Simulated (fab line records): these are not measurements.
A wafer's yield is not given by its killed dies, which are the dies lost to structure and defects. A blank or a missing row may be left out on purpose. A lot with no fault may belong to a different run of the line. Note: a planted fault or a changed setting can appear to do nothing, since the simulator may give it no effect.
Split-lot trial | flow sfq_line | 23 wafers read from 5 lots, route of 325 steps

## THE SPLIT
At SFQ_TRILAYER_M0_LITHO_COAT_026 (resist thk 62 nm), the setting spin_rpm was moved away from the recipe's 3000 rpm on 6 of the 23 wafers read, by -6.5% to +4.8%. This setting was run at the recipe's value on the other wafers.

The reading comes from the split's own step.

## THE READING
BARC_of_TRILAYER_M0_LITHO_COAT_026.thk_nm (the simulator's own value, which no gauge read), in nm, at SFQ_TRILAYER_M0_LITHO_COAT_026 (resist thk 62 nm). The file does not state a usual value for it. Here, 17 wafers ran the recipe; their average is 62.02 nm with a standard deviation of 0.088 nm.

wafer  | tool, chamber at the split | spin_rpm as run, rpm | against the recipe | BARC_of_TRILAYER_M0_LITHO_COAT_026.thk_nm, nm | against lot-mates on the recipe
L075.1 | litho_track-03, 0          | 3000                 | recipe             | 62.08                                         | -
L075.2 | litho_track-03, 0          | 3000                 | recipe             | 62.1                                          | -
L075.3 | litho_track-03, 0          | 3000                 | recipe             | 62.05                                         | -
L075.4 | litho_track-03, 0          | 3000                 | recipe             | 62.13                                         | -
L075.5 | litho_track-03, 0          | 3000                 | recipe             | 61.84                                         | -
L076.2 | litho_track-01, 0          | 3000                 | recipe             | 62.04                                         | -
L076.3 | litho_track-01, 0          | 3000                 | recipe             | 61.98                                         | -
L076.4 | litho_track-01, 0          | 3000                 | recipe             | 62.01                                         | -
L076.6 | litho_track-01, 0          | 3000                 | recipe             | 62.01                                         | -
L076.5 | litho_track-01, 0          | 3000                 | recipe             | 62.06                                         | -
L077.1 | litho_track-03, 0          | 3000                 | recipe             | 61.88                                         | -
L077.2 | litho_track-03, 0          | 3145                 | +4.8%              | 60.53                                         | -1.39
L077.4 | litho_track-03, 0          | 3145                 | +4.8%              | 60.47                                         | -1.45
L077.5 | litho_track-03, 0          | 3000                 | recipe             | 61.97                                         | -
L077.6 | litho_track-03, 0          | 3145                 | +4.8%              | 60.52                                         | -1.40
L081.1 | litho_track-02, 0          | 3000                 | recipe             | 62.06                                         | -
L081.3 | litho_track-02, 0          | 2804                 | -6.5%              | 64.32                                         | +2.20
L081.4 | litho_track-02, 0          | 3000                 | recipe             | 62.18                                         | -
L081.5 | litho_track-02, 0          | 2804                 | -6.5%              | 64.16                                         | +2.04
L081.6 | litho_track-02, 0          | 2804                 | -6.5%              | 63.93                                         | +1.81
L083.1 | litho_track-03, 0          | 3000                 | recipe             | 61.94                                         | -
L083.3 | litho_track-03, 0          | 3000                 | recipe             | 61.89                                         | -
L083.4 | litho_track-03, 0          | 3000                 | recipe             | 62.04                                         | -

FIT RESULTS
A straight line over all 23 wafers: BARC_of_TRILAYER_M0_LITHO_COAT_026.thk_nm changes by -0.32 nm for each +1% of spin_rpm; r = -0.99; the points scatter about the line by 0.1 nm.
The same after taking each lot's own level away (the mean of its wafers on the recipe; 23 wafers): -0.303 nm for each +1%; r = -1.00; scatter 0.089 nm.
Per that fit: largest spin_rpm move, reading shift of 2 nm.
Across the lots, their own levels run from 61.925 to 62.120 nm, a range of 2.2 times the standard deviation given above.
The two slopes agree, so the slope changes little with the lot-to-lot level.
Check: with one of the wafers moved furthest among these (-6.5%) left out of the fit, the line predicts +1.92 nm for it against its lot-mates. It came out at +2.2 nm against them.

## FURTHER SPLITS ON THESE WAFERS
Before the reading, these wafers also passed through other splits. Each is held against what the fit with the lots' levels taken away leaves over:
other split on the same wafers                    | wafers away from the commonest value | r with BARC_of_TRILAYER_M0_LITHO_COAT_026.thk_nm (lot level and that fit taken away)
SFQ_TRILAYER_L0_DEP_SPUTTER_003 time_s            | 10                                   | +0.30
SFQ_TRILAYER_L0_LITHO_COAT_010 resist_thk_nm      | 9                                    | +0.06
SFQ_TRILAYER_L0_BARC_OPEN_METAL_ETCH_010 icp_w    | 12                                   | +0.04
SFQ_TRILAYER_L0_VIA_LITHO_PEB_016 peb_temp_c      | 7                                    | -0.18
SFQ_TRILAYER_L0_VIA_BARC_OPEN_VIA_ETCH_021 time_s | 11                                   | +0.26

## THE FILE'S OWN FIT
BARC_of_TRILAYER_M0_LITHO_COAT_026.thk_nm changes by -0.303 nm for each +1% of spin_rpm, r = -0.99.
